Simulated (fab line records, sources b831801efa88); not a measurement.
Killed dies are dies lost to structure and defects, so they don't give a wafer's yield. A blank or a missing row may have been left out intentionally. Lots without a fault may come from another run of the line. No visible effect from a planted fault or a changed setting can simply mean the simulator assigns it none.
2 desks looking at one fault    flow gf180mcu    every desk sees just its own numbers, and what lay behind them comes last

== FROM THE METROLOGY DESK ==
What the gauges read, lot by lot, whatever tool the lot ran on: means of the sampled wafers that have a number. Any lot whose mean is over 4 standard deviations away from the usual mean is out of limits and marked OUT; that distance is given in the brackets.
Columns: A = V1_W_RS at GF_V1_RS_MEAS_24, usual 0.328 ohm/sq
lot   first seen here  A
L917  day 19 00:17     0.332
L919  day 19 19:30     0.329
L918  day 19 22:12     0.326
L922  day 21 06:10     0.330
L924  day 21 15:11     0.325
L923  day 21 18:52     0.331
L925  day 22 04:13     0.328
L926  day 22 11:17     0.328
L933  day 24 12:33     0.331
L935  day 25 01:33     0.323
L937  day 25 16:15     0.327
L938  day 26 04:20     0.326
Finding of this desk: none of the 12 lots has anything out of limits.

== DESK OF THE TOOL OWNER: pvd_sputter-02 ==
The tool's own readings at GF_M2_SPUTTER_01 (material TiN, target thk 30 nm, time 25 s): means of the sampled wafers that have a number, for each lot that ran on this tool. Any lot whose mean is over 4 standard deviations away from the usual mean is out of limits and marked OUT; that distance is given in the brackets.
Columns: A = cathode_dc_power_W at GF_M2_SPUTTER_01, usual 6500.0 W; B = chamber_pressure_pa at GF_M2_SPUTTER_01, usual 0.3998 Pa; C = throttle_valve_pct at GF_M2_SPUTTER_01, usual 29.5 %
lot   first seen here  A                         B       C
L919  day 19 20:05     6499.6                    0.3989  29.7
L924  day 21 15:46     6499.6                    0.3997  28.9
L925  day 22 04:48     6500.9                    0.4004  28.5
L933  day 24 13:05     6266.6 (-99 or more) OUT  0.4000  29.5
L935  day 25 02:08     6267.7 (-99 or more) OUT  0.4001  28.9
This desk finds L933, L935 out of limits, L933 being first, at day 24 13:05 (cathode_dc_power_W at GF_M2_SPUTTER_01). L919, L924, L925: within limits.

== BROUGHT TOGETHER ==
On L933, L935, at day 24 13:05, an alarm was possible from the tool owner's desk.
At the metrology desk, nothing out of limits was observed.
The metrology desk has L933, L935 on record, within its limits.
On pvd_sputter-02, each named lot ran GF_M2_SPUTTER_01.

== WHAT THE SIMULATOR PUT IN ==
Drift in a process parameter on pvd_sputter-02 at GF_M2_SPUTTER_01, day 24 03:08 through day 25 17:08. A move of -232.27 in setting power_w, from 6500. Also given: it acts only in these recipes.
Lots struck among those shown: L933, L935.
How many hours passed from the start of the fault until each desk's first out-of-limits reading: the tool owner's desk, 10.
